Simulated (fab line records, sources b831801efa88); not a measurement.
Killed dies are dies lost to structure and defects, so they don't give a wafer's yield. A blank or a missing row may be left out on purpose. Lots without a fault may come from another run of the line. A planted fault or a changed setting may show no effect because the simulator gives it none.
A struck lot beside a sound one | flow sfq_line | 20 steps out of a route of 325
Sound: wafers L500.1, L500.5, L500.6. Struck: wafers L491.2, L491.3, L491.5. The cause comes at the end.
At each step with rows: each side's tool, then ch and its chambers, then its first start. Under that, the readings that differ: sound wafers | struck wafers | difference of the means | sigmas: that difference in standard deviations of wafers without a fault.
alike: readings whose means differ by less than 2 such deviations, and words and numbers that are the same on both sides. not compared: withheld readings, readings that some wafer has no value for, bounds like >300 that may hide the same value, and numbers for which the record gives no deviation and whose values overlap.
The two part at a step that has a row with sigmas, a row that says differs or no value, or rows on one side only. Numbers that don't overlap but have no deviation are shown without sigmas and don't part them. A reading that every wafer of one side lacks parts them only if that side has two wafers or more.

first, 3 steps without rows for these wafers: SFQ_TRILAYER_C5_LITHO_EXPOSE_152 (exposes mask C5, target cd 500 nm); SFQ_TRILAYER_C5_LITHO_PEB_154 (peb time 60 s); SFQ_TRILAYER_C5_LITHO_DEVELOP_153 (time 60 s).
SFQ_C5_OVL_MEAS_937:
  sound on overlay-02, day 79 14:24; struck on overlay-01, day 73 13:59
  alike: C5_OVL
SFQ_TRILAYER_C5_BARC_OPEN_VIA_ETCH_210: etches BARC in O2, target depth 125 nm, time 41.7 s.
  sound on rie_diel-01 ch 2,3, day 79 14:26; struck on rie_diel-04 ch 1,2,3, day 73 14:01
  alike: drypump_motor_current_A, oes_product_au
  not compared: rf_hours_counter_h
SFQ_TRILAYER_C5_ETCH_VIA_ETCH_154: etches SiO2 in CHF3, stops on Nb, target depth 84 nm.
  sound on rie_diel-01 ch 2,3, day 79 14:29; struck on rie_diel-04 ch 1,2,3, day 73 14:03
  alike: drypump_motor_current_A, oes_product_au
SFQ_TRILAYER_C5_STRIP_STRIP_155: strips in O2.
  sound on rie_metal-02 ch 0,1, day 79 14:32; struck on rie_metal-04 ch 0,1, day 73 14:06
  alike: drypump_motor_current_A, oes_product_au
  not compared: rf_hours_counter_h
then, 2 steps without rows for these wafers: SFQ_TRILAYER_C5_STRIP_SOLV_CLEAN_156 (cleans in NMP, time 600 s); SFQ_TRILAYER_M6_DEP_PRE_CLEAN_158 (time 22.5 s).
SFQ_TRILAYER_M6_DEP_SPUTTER_157: material Nb, target thk 200 nm, time 133.3 s.
  sound on pvd_sputter-05, day 79 15:20; struck on pvd_sputter-04, day 73 14:54
  alike: throttle_valve_pct
SFQ_M6_RS_MEAS_938: measures by four-point-probe.
  sound on film_metro-04, day 79 15:25; struck on film_metro-03, day 73 15:01
  alike: M6_NB_RS
SFQ_TRILAYER_M6_LITHO_COAT_164: resist thk 62 nm.
  sound on litho_track-01 ch 0, day 79 15:36; struck on litho_track-02 ch 0, day 73 15:13
  reading                                              | sound                | struck               | difference | sigmas
  spin_speed_rpm (rpm)                                 | 3000.8 3002.3 2998.4 | 2572.6 2574.6 2573.4 | -427.0     | -99 or more
  model.BARC_of_TRILAYER_M6_LITHO_COAT_164.thk_nm (nm) | 62.23 62.14 62.04    | 67.06 67.14 67.07    | +4.95      |
then, 5 steps without rows for these wafers: SFQ_TRILAYER_M6_LITHO_COAT_159 (resist thk 600 nm); SFQ_TRILAYER_M6_LITHO_SOFTBAKE_163; SFQ_TRILAYER_M6_LITHO_EXPOSE_160 (exposes mask M6, target cd 500 nm); SFQ_TRILAYER_M6_LITHO_PEB_162 (peb time 60 s); SFQ_TRILAYER_M6_LITHO_DEVELOP_161 (time 60 s).
-- the record jumps here: 4 days lie between the struck wafers' starts before and after --
SFQ_M6_OVL_MEAS_940:
  sound on overlay-01, day 80 00:26; struck on overlay-01, day 77 20:25
  alike: M6_OVL
SFQ_TRILAYER_M6_BARC_OPEN_METAL_ETCH_206: etches BARC in O2, target depth 125 nm, time 41.7 s.
  sound on rie_metal-01 ch 0,1, day 80 00:28; struck on rie_metal-04 ch 0,1, day 77 20:26
  reading                  | sound             | struck            | difference | sigmas
  oes_product_au (a.u.)    | 0.689 0.682 0.679 | 0.706 0.708 0.716 | +0.027     | +6
  model.etch.depth_nm (nm) | 62.23 62.14 62.04 | 67.06 67.14 67.07 | +4.95      |
  alike: drypump_motor_current_A
  not compared: rf_hours_counter_h
SFQ_TRILAYER_M6_ETCH_METAL_ETCH_162: etches Nb in Cl2/Ar, stops on SiO2, target depth 240 nm, time 120 s.
  sound on rie_metal-01 ch 0,1, day 80 00:31; struck on rie_metal-04 ch 0,1, day 77 20:30
  alike: drypump_motor_current_A, oes_product_au
  not compared: rf_hours_counter_h

WHERE THEY PART
First at SFQ_TRILAYER_M6_LITHO_COAT_164; last, within this record, at SFQ_TRILAYER_M6_BARC_OPEN_METAL_ETCH_206. Later steps at which nothing parts them and some readings are alike: SFQ_TRILAYER_M6_ETCH_METAL_ETCH_162.

WHY: what the simulator had put in
Process parameter drift: litho_track-02, from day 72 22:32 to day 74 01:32, at SFQ_TRILAYER_M6_LITHO_COAT_164. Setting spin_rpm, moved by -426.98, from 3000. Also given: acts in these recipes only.
